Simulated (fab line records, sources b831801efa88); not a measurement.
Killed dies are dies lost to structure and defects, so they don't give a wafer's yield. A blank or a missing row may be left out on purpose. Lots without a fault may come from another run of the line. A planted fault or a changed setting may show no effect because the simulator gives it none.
Problem report in the 8D (eight disciplines) form, filled by code | flow sky130 | the parts of the form that need people (team, actions taken, sign-off) are left out

1. THE PROBLEM
VIA2_W_RS at SKY_VIA2_RS_MEAS_22 reads a mean of 0.2340 ohm/sq on 4 wafers of 2 lots; wafers without a fault read 0.2715 ohm/sq with a standard deviation of 0.0023. That is -16 standard deviations from the usual mean.
The step: measures by four-point-probe.
First seen on wafer L868.1, day 40 13:31, on film_metro-03. The record holds 33 wafers of 11 lots with a number at this step. Rule for "out", or "out of limits": more than 4 standard deviations from the usual mean. The other wafers with a number count as sound.

2. WHAT IT IS AND WHAT IT IS NOT
question                    | is                             | is not
which readings at this step | VIA2_W_RS                      | -
which lots                  | L868, L869                     | L854, L855, L857, L858, L859, L860, L861, L864, L870
which wafers of those lots  | L868.1, L868.4, L869.4, L869.5 | L868.5, L869.3
read on which gauges        | film_metro-03, film_metro-04   | film_metro-01
when                        | from day 40 13:31              | up to then (25 sound wafers); but 4 sound wafers of L869, L870 came after

3. SUSPECTS, AND WHAT RULES EACH OUT
Counting: a tool at a process step up to the reading stays a suspect if it ran every lot that is out. Sound lots after the first of them don't rule it out here, since some wafers of a struck lot are sound.
- the gauge at SKY_VIA2_RS_MEAS_22: ruled out. The wafers that are out were read on 2 gauges (film_metro-03, film_metro-04).
- pvd_sputter-03 at SKY_METAL2_SPUTTER_04 (material TiN, target thk 70 nm, time 58.3 s): kept. It ran every lot that is out, first L868 (day 38 09:00); its last sound lot up to then is L864 (day 37 08:14).
- cvd_w-01 at SKY_VIA2_CVD_21 (deposits W, target thk 420 nm, time 126.4 s): kept. It ran every lot that is out, first L868 (day 40 13:23); its last sound lot up to then is L860 (day 38 00:53). Its own readings are out on those wafers: susceptor_temp_C.
- Within cvd_w-01 at SKY_VIA2_CVD_21: the wafers that are out ran in chamber 0; their sound lot-mates ran in chamber 1.
Left after counting: pvd_sputter-03 at SKY_METAL2_SPUTTER_04, cvd_w-01 at SKY_VIA2_CVD_21.

4. THE CAUSE (what the simulator had put in)
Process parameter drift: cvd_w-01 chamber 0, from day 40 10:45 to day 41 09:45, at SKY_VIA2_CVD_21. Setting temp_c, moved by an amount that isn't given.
Counting left 2 suspects, and this tool is among them.

5. THE CHAIN OF EFFECTS, in route order
Each row: a reading whose mean over the struck wafers that have a number lies more than 3 standard deviations from the usual. Only readings for which the record gives a usual standard deviation are gone through. hours: the time from each lot's start at the first step in this table that gives one to its start at this step, as a median over the lots. sigmas: the change in usual standard deviations.
hours | step                 | reading          | usual         | on struck wafers | change  | sigmas
0     | SKY_VIA2_CVD_21      | susceptor_temp_C | 399.98 C      | 407.79           | +7.81   | +41
0     | SKY_VIA2_RS_MEAS_22  | VIA2_W_RS        | 0.2715 ohm/sq | 0.2340           | -0.0375 | -16
0     | SKY_VIA2_THK_MEAS_23 | VIA2_W_THK       | 417 nm        | 486              | +68     | +7.9
The process steps in it:
- SKY_VIA2_CVD_21: deposits W, target thk 420 nm, time 126.4 s.

6. WHAT WOULD HAVE CAUGHT IT SOONER
In this record the first reading out of limits at a measuring or inspecting step was taken at day 40 13:31, 3 hours after the fault began at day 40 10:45.
The tool's own readings at SKY_VIA2_CVD_21 were out on every struck wafer that the step has a row for (susceptor_temp_C): an alarm limit on them would have fired on the first of those.
Of the lots that are out (2), L869 began SKY_VIA2_CVD_21 on cvd_w-01 after day 40 13:31. A hold on the tool at that time would have spared it.
